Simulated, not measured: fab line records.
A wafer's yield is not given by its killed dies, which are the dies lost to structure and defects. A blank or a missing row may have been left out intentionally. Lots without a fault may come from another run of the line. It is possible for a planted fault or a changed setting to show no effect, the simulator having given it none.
Matching of chambers | flow gf180mcu | 3 sister chambers for GF_MIM_CVD_05 on pecvd-03
The step deposits Si3N4, target thk 42 nm, time 29.086 s. 3 wafers are shown with their chamber, then 11 later ones without.

== WAFERS WITH THEIR CHAMBER ==
wafer  | chamber | heater-power-outer-w (W)
L086.6 | 0       | 400
L091.6 | 2       | 334
L095.1 | 1       | 370

== WAFERS WITHOUT THEIR CHAMBER ==
wafer  | heater-power-outer-w (W)
L095.4 | 370
L095.6 | 352
L094.1 | 404
L094.4 | 349
L094.5 | 380
L096.3 | 426
L096.4 | 285
L096.6 | 427
L097.2 | 344
L097.5 | 347
L097.6 | 408

== THE CHAMBER EACH PASSED THROUGH ==
wafer  | from the rows above          | in truth
L095.4 | can't be placed: 1 or 0 or 2 | 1
L095.6 | can't be placed: 1 or 2 or 0 | 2
L094.1 | can't be placed: 0 or 1      | 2
L094.4 | can't be placed: 2 or 1 or 0 | 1
L094.5 | can't be placed: 1 or 0 or 2 | 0
L096.3 | can't be placed: 0 or 1      | 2
L096.4 | can't be placed: 2 or 1      | 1
L096.6 | can't be placed: 0 or 1      | 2
L097.2 | can't be placed: 2 or 1      | 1
L097.5 | can't be placed: 2 or 1 or 0 | 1
L097.6 | can't be placed: 0 or 1      | 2
Placed correctly: 0 of 11. These rows do not allow placing 11 (true chamber among the candidates in 7). Wrongly placed: 0.
How it was worked out, from the rows above alone: a wafer's distance from a chamber is the root of the sum, over the readings, of the square of ((its reading less the chamber's mean) divided by the reading's scatter). The wafer belongs to the nearest chamber; if the next one is less than 2 further off, it can't be placed. Each chamber's mean is taken over the wafers shown for it. The scatter: root of mean squared gap, hidden wafer to nearest shown wafer, with one shown wafer a chamber.
